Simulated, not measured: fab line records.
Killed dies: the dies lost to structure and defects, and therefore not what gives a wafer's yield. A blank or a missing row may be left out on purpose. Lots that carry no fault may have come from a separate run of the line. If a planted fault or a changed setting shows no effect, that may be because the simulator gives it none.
What tool caused it? || flow sky130 || 24 lots, 72 wafers sampled, at 3 steps of a route of 708

## WHAT THE GAUGES READ, wafer by wafer
SKY_VIA1_THK_MEAS_23: measures by xrf. Usual: VIA1_W_THK 268 nm, standard deviation 4.9.
{"lot": "L074", "measured": "day 35 00:53", "on": "film-metro-01", "VIA1_W_THK (nm)": "270 268 267", "flag": ""}
{"lot": "L075", "measured": "day 35 06:02", "on": "film-metro-04", "VIA1_W_THK (nm)": "267 276 265", "flag": ""}
{"lot": "L076", "measured": "day 36 00:28", "on": "film-metro-04", "VIA1_W_THK (nm)": "278 279 267", "flag": ""}
{"lot": "L077", "measured": "day 36 16:11", "on": "film-metro-04", "VIA1_W_THK (nm)": "267 261 271", "flag": ""}
{"lot": "L078", "measured": "day 36 22:41", "on": "film-metro-04", "VIA1_W_THK (nm)": "274 273 267", "flag": ""}
{"lot": "L079", "measured": "day 37 04:34", "on": "film-metro-04", "VIA1_W_THK (nm)": "265 272 265", "flag": ""}
{"lot": "L080", "measured": "day 37 11:26", "on": "film-metro-02", "VIA1_W_THK (nm)": "266 268 263", "flag": ""}
{"lot": "L081", "measured": "day 37 19:01", "on": "film-metro-02", "VIA1_W_THK (nm)": "260 263 265", "flag": ""}
{"lot": "L082", "measured": "day 38 00:40", "on": "film-metro-04", "VIA1_W_THK (nm)": "264 273 273", "flag": ""}
{"lot": "L083", "measured": "day 38 13:25", "on": "film-metro-01", "VIA1_W_THK (nm)": "267 265 269", "flag": ""}
{"lot": "L084", "measured": "day 38 19:04", "on": "film-metro-02", "VIA1_W_THK (nm)": "267 276 265", "flag": ""}
{"lot": "L085", "measured": "day 39 08:59", "on": "film-metro-04", "VIA1_W_THK (nm)": "275 263 275", "flag": ""}
{"lot": "L086", "measured": "day 39 11:13", "on": "film-metro-02", "VIA1_W_THK (nm)": "263 265 266", "flag": ""}
{"lot": "L087", "measured": "day 39 23:02", "on": "film-metro-01", "VIA1_W_THK (nm)": "266 269 271", "flag": ""}
{"lot": "L088", "measured": "day 40 04:15", "on": "film-metro-04", "VIA1_W_THK (nm)": "266 274 275", "flag": ""}
{"lot": "L089", "measured": "day 40 08:51", "on": "film-metro-02", "VIA1_W_THK (nm)": "270 272 272", "flag": ""}
{"lot": "L090", "measured": "day 40 22:24", "on": "film-metro-04", "VIA1_W_THK (nm)": "269 271 269", "flag": ""}
{"lot": "L091", "measured": "day 41 11:03", "on": "film-metro-02", "VIA1_W_THK (nm)": "265 268 271", "flag": ""}
{"lot": "L093", "measured": "day 41 19:06", "on": "film-metro-04", "VIA1_W_THK (nm)": "276 267 273", "flag": ""}
{"lot": "L092", "measured": "day 41 20:55", "on": "film-metro-02", "VIA1_W_THK (nm)": "261 268 269", "flag": ""}
{"lot": "L094", "measured": "day 42 01:34", "on": "film-metro-04", "VIA1_W_THK (nm)": "275 268 277", "flag": ""}
{"lot": "L095", "measured": "day 42 09:49", "on": "film-metro-01", "VIA1_W_THK (nm)": "265 264 264", "flag": ""}
{"lot": "L096", "measured": "day 42 15:04", "on": "film-metro-01", "VIA1_W_THK (nm)": "264 262 262", "flag": ""}
{"lot": "L097", "measured": "day 42 19:31", "on": "film-metro-04", "VIA1_W_THK (nm)": "271 277 268", "flag": ""}

## WHICH TOOL RAN EACH LOT (tool, then ch and the chambers of the sampled wafers, then the start)
{"lot": "L074", "SKY_METAL1_SPUTTER_03": "pvd-sputter-03, day 32 13:51", "SKY_METAL1_METAL_ETCH_19": "rie-metal-03 ch 1, day 33 18:44"}
{"lot": "L075", "SKY_METAL1_SPUTTER_03": "pvd-sputter-04, day 32 18:54", "SKY_METAL1_METAL_ETCH_19": "rie-metal-01 ch 0,1, day 33 23:14"}
{"lot": "L076", "SKY_METAL1_SPUTTER_03": "pvd-sputter-03, day 33 12:16", "SKY_METAL1_METAL_ETCH_19": "rie-metal-02 ch 0,1, day 34 17:26"}
{"lot": "L077", "SKY_METAL1_SPUTTER_03": "pvd-sputter-03, day 34 02:49", "SKY_METAL1_METAL_ETCH_19": "rie-metal-02 ch 1, day 35 08:24"}
{"lot": "L078", "SKY_METAL1_SPUTTER_03": "pvd-sputter-01, day 34 09:54", "SKY_METAL1_METAL_ETCH_19": "rie-metal-02 ch 1, day 35 15:15"}
{"lot": "L079", "SKY_METAL1_SPUTTER_03": "pvd-sputter-04, day 34 16:14", "SKY_METAL1_METAL_ETCH_19": "rie-metal-02 ch 1, day 35 20:47"}
{"lot": "L080", "SKY_METAL1_SPUTTER_03": "pvd-sputter-01, day 34 22:46", "SKY_METAL1_METAL_ETCH_19": "rie-metal-02 ch 0,1, day 36 04:11"}
{"lot": "L081", "SKY_METAL1_SPUTTER_03": "pvd-sputter-01, day 35 06:01", "SKY_METAL1_METAL_ETCH_19": "rie-metal-03 ch 0,1, day 36 11:20"}
{"lot": "L082", "SKY_METAL1_SPUTTER_03": "pvd-sputter-03, day 35 11:44", "SKY_METAL1_METAL_ETCH_19": "rie-metal-01 ch 0,1, day 36 16:50"}
{"lot": "L083", "SKY_METAL1_SPUTTER_03": "pvd-sputter-04, day 36 00:36", "SKY_METAL1_METAL_ETCH_19": "rie-metal-03 ch 0,1, day 37 06:09"}
{"lot": "L084", "SKY_METAL1_SPUTTER_03": "pvd-sputter-03, day 36 07:15", "SKY_METAL1_METAL_ETCH_19": "rie-metal-02 ch 0,1, day 37 12:00"}
{"lot": "L085", "SKY_METAL1_SPUTTER_03": "pvd-sputter-04, day 36 20:55", "SKY_METAL1_METAL_ETCH_19": "rie-metal-03 ch 0,1, day 38 01:53"}
{"lot": "L086", "SKY_METAL1_SPUTTER_03": "pvd-sputter-03, day 36 22:18", "SKY_METAL1_METAL_ETCH_19": "rie-metal-02 ch 0, day 38 03:40"}
{"lot": "L087", "SKY_METAL1_SPUTTER_03": "pvd-sputter-01, day 37 09:49", "SKY_METAL1_METAL_ETCH_19": "rie-metal-02 ch 0, day 38 15:47"}
{"lot": "L088", "SKY_METAL1_SPUTTER_03": "pvd-sputter-04, day 37 15:27", "SKY_METAL1_METAL_ETCH_19": "rie-metal-01 ch 0,1, day 38 21:02"}
{"lot": "L089", "SKY_METAL1_SPUTTER_03": "pvd-sputter-01, day 37 20:24", "SKY_METAL1_METAL_ETCH_19": "rie-metal-01 ch 0,1, day 39 01:45"}
{"lot": "L090", "SKY_METAL1_SPUTTER_03": "pvd-sputter-03, day 38 09:39", "SKY_METAL1_METAL_ETCH_19": "rie-metal-03 ch 0,1, day 39 15:44"}
{"lot": "L091", "SKY_METAL1_SPUTTER_03": "pvd-sputter-04, day 38 23:58", "SKY_METAL1_METAL_ETCH_19": "rie-metal-03 ch 0,1, day 40 05:09"}
{"lot": "L093", "SKY_METAL1_SPUTTER_03": "pvd-sputter-03, day 39 09:18", "SKY_METAL1_METAL_ETCH_19": "rie-metal-02 ch 0,1, day 40 14:14"}
{"lot": "L092", "SKY_METAL1_SPUTTER_03": "pvd-sputter-03, day 39 11:00", "SKY_METAL1_METAL_ETCH_19": "rie-metal-02 ch 0,1, day 40 15:53"}
{"lot": "L094", "SKY_METAL1_SPUTTER_03": "pvd-sputter-01, day 39 16:41", "SKY_METAL1_METAL_ETCH_19": "rie-metal-01 ch 1, day 40 21:11"}
{"lot": "L095", "SKY_METAL1_SPUTTER_03": "pvd-sputter-01, day 40 02:06", "SKY_METAL1_METAL_ETCH_19": "rie-metal-01 ch 0,1, day 41 06:15"}
{"lot": "L096", "SKY_METAL1_SPUTTER_03": "pvd-sputter-04, day 40 07:56", "SKY_METAL1_METAL_ETCH_19": "rie-metal-02 ch 0,1, day 41 11:32"}
{"lot": "L097", "SKY_METAL1_SPUTTER_03": "pvd-sputter-04, day 40 14:44", "SKY_METAL1_METAL_ETCH_19": "rie-metal-01 ch 0, day 41 17:20"}
- SKY_METAL1_SPUTTER_03: material Ti, target thk 5 nm, time 3.3 s.
- SKY_METAL1_METAL_ETCH_19: etches the open film in Cl2/BCl3, stops on SiO2, target depth 360 nm, time 78 s.

## AS READ BY THE TOOLS THEMSELVES (means over the sampled wafers that have a number; for cases with no such wafer, the mark the record gives instead)
SKY_METAL1_SPUTTER_03. Usual: chamber-pressure-pa 0.3999 Pa, standard deviation 0.00074; throttle-valve-pct 30.1 %, standard deviation 0.9.
{"lot": "L074", "tool": "pvd-sputter-03", "chamber-pressure-pa (Pa)": 0.3991, "throttle-valve-pct (%)": 29.4, "flag": ""}
{"lot": "L075", "tool": "pvd-sputter-04", "chamber-pressure-pa (Pa)": 0.4008, "throttle-valve-pct (%)": 30.0, "flag": ""}
{"lot": "L076", "tool": "pvd-sputter-03", "chamber-pressure-pa (Pa)": 0.3996, "throttle-valve-pct (%)": 29.5, "flag": ""}
{"lot": "L077", "tool": "pvd-sputter-03", "chamber-pressure-pa (Pa)": 0.4001, "throttle-valve-pct (%)": 29.7, "flag": ""}
{"lot": "L078", "tool": "pvd-sputter-01", "chamber-pressure-pa (Pa)": 0.3995, "throttle-valve-pct (%)": 30.2, "flag": ""}
{"lot": "L079", "tool": "pvd-sputter-04", "chamber-pressure-pa (Pa)": 0.3999, "throttle-valve-pct (%)": 30.2, "flag": ""}
{"lot": "L080", "tool": "pvd-sputter-01", "chamber-pressure-pa (Pa)": 0.3998, "throttle-valve-pct (%)": 29.9, "flag": ""}
{"lot": "L081", "tool": "pvd-sputter-01", "chamber-pressure-pa (Pa)": 0.4000, "throttle-valve-pct (%)": 29.7, "flag": ""}
{"lot": "L082", "tool": "pvd-sputter-03", "chamber-pressure-pa (Pa)": 0.4001, "throttle-valve-pct (%)": 29.4, "flag": ""}
{"lot": "L083", "tool": "pvd-sputter-04", "chamber-pressure-pa (Pa)": 0.4005, "throttle-valve-pct (%)": 30.5, "flag": ""}
{"lot": "L084", "tool": "pvd-sputter-03", "chamber-pressure-pa (Pa)": 0.4006, "throttle-valve-pct (%)": 30.5, "flag": ""}
{"lot": "L085", "tool": "pvd-sputter-04", "chamber-pressure-pa (Pa)": 0.3998, "throttle-valve-pct (%)": 30.5, "flag": ""}
{"lot": "L086", "tool": "pvd-sputter-03", "chamber-pressure-pa (Pa)": 0.3996, "throttle-valve-pct (%)": 30.7, "flag": ""}
{"lot": "L087", "tool": "pvd-sputter-01", "chamber-pressure-pa (Pa)": 0.3994, "throttle-valve-pct (%)": 30.0, "flag": ""}
{"lot": "L088", "tool": "pvd-sputter-04", "chamber-pressure-pa (Pa)": 0.3994, "throttle-valve-pct (%)": 30.2, "flag": ""}
{"lot": "L089", "tool": "pvd-sputter-01", "chamber-pressure-pa (Pa)": 0.4001, "throttle-valve-pct (%)": 30.0, "flag": ""}
{"lot": "L090", "tool": "pvd-sputter-03", "chamber-pressure-pa (Pa)": 0.4004, "throttle-valve-pct (%)": 30.3, "flag": ""}
{"lot": "L091", "tool": "pvd-sputter-04", "chamber-pressure-pa (Pa)": 0.4001, "throttle-valve-pct (%)": 30.2, "flag": ""}
{"lot": "L093", "tool": "pvd-sputter-03", "chamber-pressure-pa (Pa)": 0.4003, "throttle-valve-pct (%)": 29.6, "flag": ""}
{"lot": "L092", "tool": "pvd-sputter-03", "chamber-pressure-pa (Pa)": 0.3992, "throttle-valve-pct (%)": 29.3, "flag": ""}
{"lot": "L094", "tool": "pvd-sputter-01", "chamber-pressure-pa (Pa)": 0.3998, "throttle-valve-pct (%)": 29.8, "flag": ""}
{"lot": "L095", "tool": "pvd-sputter-01", "chamber-pressure-pa (Pa)": 0.3994, "throttle-valve-pct (%)": 30.2, "flag": ""}
{"lot": "L096", "tool": "pvd-sputter-04", "chamber-pressure-pa (Pa)": 0.4003, "throttle-valve-pct (%)": 30.7, "flag": ""}
{"lot": "L097", "tool": "pvd-sputter-04", "chamber-pressure-pa (Pa)": 0.4000, "throttle-valve-pct (%)": 29.9, "flag": ""}

SKY_METAL1_METAL_ETCH_19. Usual: bcl3-flow-sccm 30.00 sccm, standard deviation 0.096; drypump-motor-current-A 5.9 A, standard deviation 0.38; oes-product-au 0.864 a.u., standard deviation 0.006; throttle-valve-pct 22.265 %, standard deviation 0.0091.
{"lot": "L074", "tool": "rie-metal-03", "bcl3-flow-sccm (sccm)": 29.90, "drypump-motor-current-A (A)": 6.6, "oes-product-au (a.u.)": 0.861, "throttle-valve-pct (%)": 22.273, "flag": ""}
{"lot": "L075", "tool": "rie-metal-01", "bcl3-flow-sccm (sccm)": 30.00, "drypump-motor-current-A (A)": 5.5, "oes-product-au (a.u.)": 0.867, "throttle-valve-pct (%)": 22.261, "flag": ""}
{"lot": "L076", "tool": "rie-metal-02", "bcl3-flow-sccm (sccm)": 30.16, "drypump-motor-current-A (A)": 6.0, "oes-product-au (a.u.)": 0.857, "throttle-valve-pct (%)": 22.260, "flag": ""}
{"lot": "L077", "tool": "rie-metal-02", "bcl3-flow-sccm (sccm)": 30.00, "drypump-motor-current-A (A)": 6.1, "oes-product-au (a.u.)": 0.868, "throttle-valve-pct (%)": 22.269, "flag": ""}
{"lot": "L078", "tool": "rie-metal-02", "bcl3-flow-sccm (sccm)": 29.94, "drypump-motor-current-A (A)": 6.1, "oes-product-au (a.u.)": 0.865, "throttle-valve-pct (%)": 22.262, "flag": ""}
{"lot": "L079", "tool": "rie-metal-02", "bcl3-flow-sccm (sccm)": 29.90, "drypump-motor-current-A (A)": 6.1, "oes-product-au (a.u.)": 0.862, "throttle-valve-pct (%)": 22.261, "flag": ""}
{"lot": "L080", "tool": "rie-metal-02", "bcl3-flow-sccm (sccm)": 30.02, "drypump-motor-current-A (A)": 6.0, "oes-product-au (a.u.)": 0.867, "throttle-valve-pct (%)": 22.264, "flag": ""}
{"lot": "L081", "tool": "rie-metal-03", "bcl3-flow-sccm (sccm)": 30.09, "drypump-motor-current-A (A)": 6.4, "oes-product-au (a.u.)": 0.862, "throttle-valve-pct (%)": 22.267, "flag": ""}
{"lot": "L082", "tool": "rie-metal-01", "bcl3-flow-sccm (sccm)": 29.97, "drypump-motor-current-A (A)": 5.8, "oes-product-au (a.u.)": 0.870, "throttle-valve-pct (%)": 22.260, "flag": ""}
{"lot": "L083", "tool": "rie-metal-03", "bcl3-flow-sccm (sccm)": 30.01, "drypump-motor-current-A (A)": 6.1, "oes-product-au (a.u.)": 0.865, "throttle-valve-pct (%)": 22.264, "flag": ""}
{"lot": "L084", "tool": "rie-metal-02", "bcl3-flow-sccm (sccm)": 29.93, "drypump-motor-current-A (A)": 6.0, "oes-product-au (a.u.)": 0.860, "throttle-valve-pct (%)": 22.268, "flag": ""}
{"lot": "L085", "tool": "rie-metal-03", "bcl3-flow-sccm (sccm)": 29.90, "drypump-motor-current-A (A)": 6.4, "oes-product-au (a.u.)": 0.864, "throttle-valve-pct (%)": 22.267, "flag": ""}
{"lot": "L086", "tool": "rie-metal-02", "bcl3-flow-sccm (sccm)": 29.88, "drypump-motor-current-A (A)": 5.8, "oes-product-au (a.u.)": 0.858, "throttle-valve-pct (%)": 22.261, "flag": ""}
{"lot": "L087", "tool": "rie-metal-02", "bcl3-flow-sccm (sccm)": 30.04, "drypump-motor-current-A (A)": 5.8, "oes-product-au (a.u.)": 0.855, "throttle-valve-pct (%)": 22.256, "flag": ""}
{"lot": "L088", "tool": "rie-metal-01", "bcl3-flow-sccm (sccm)": 29.96, "drypump-motor-current-A (A)": 5.8, "oes-product-au (a.u.)": 0.860, "throttle-valve-pct (%)": 22.259, "flag": ""}
{"lot": "L089", "tool": "rie-metal-01", "bcl3-flow-sccm (sccm)": 30.04, "drypump-motor-current-A (A)": 5.8, "oes-product-au (a.u.)": 0.861, "throttle-valve-pct (%)": 22.265, "flag": ""}
{"lot": "L090", "tool": "rie-metal-03", "bcl3-flow-sccm (sccm)": 30.02, "drypump-motor-current-A (A)": 6.4, "oes-product-au (a.u.)": 0.865, "throttle-valve-pct (%)": 22.250, "flag": ""}
{"lot": "L091", "tool": "rie-metal-03", "bcl3-flow-sccm (sccm)": 30.10, "drypump-motor-current-A (A)": 6.4, "oes-product-au (a.u.)": 0.865, "throttle-valve-pct (%)": 22.271, "flag": ""}
{"lot": "L093", "tool": "rie-metal-02", "bcl3-flow-sccm (sccm)": 30.00, "drypump-motor-current-A (A)": 5.9, "oes-product-au (a.u.)": 0.861, "throttle-valve-pct (%)": 22.268, "flag": ""}
{"lot": "L092", "tool": "rie-metal-02", "bcl3-flow-sccm (sccm)": 30.08, "drypump-motor-current-A (A)": 6.0, "oes-product-au (a.u.)": 0.867, "throttle-valve-pct (%)": 22.265, "flag": ""}
{"lot": "L094", "tool": "rie-metal-01", "bcl3-flow-sccm (sccm)": 30.05, "drypump-motor-current-A (A)": 6.1, "oes-product-au (a.u.)": 0.867, "throttle-valve-pct (%)": 22.259, "flag": ""}
{"lot": "L095", "tool": "rie-metal-01", "bcl3-flow-sccm (sccm)": 30.04, "drypump-motor-current-A (A)": 5.8, "oes-product-au (a.u.)": 0.864, "throttle-valve-pct (%)": 22.270, "flag": ""}
{"lot": "L096", "tool": "rie-metal-02", "bcl3-flow-sccm (sccm)": 30.02, "drypump-motor-current-A (A)": 6.0, "oes-product-au (a.u.)": 0.870, "throttle-valve-pct (%)": 22.258, "flag": ""}
{"lot": "L097", "tool": "rie-metal-01", "bcl3-flow-sccm (sccm)": 30.06, "drypump-motor-current-A (A)": 5.2, "oes-product-au (a.u.)": 0.862, "throttle-valve-pct (%)": 22.263, "flag": ""}

## THE ANSWER, worked out from the rows above alone
Rule: a lot is off if the mean of its wafers that have a number lies more than 3 standard deviations from the usual mean. A lot without any number at a reading at which 4 lots or more have one is off too. Where the step has rows for the other lots, those lots are counted as sound. First the gauges in route order, then the tools' own readings, where a lot's mean is used as printed above. At the first step where some lot is off, the reading lying furthest off is the one used; lots without a number count as furthest.
None of the lots is off at any reading shown; this tells nothing.

## WHAT WAS PUT IN BY THE SIMULATOR
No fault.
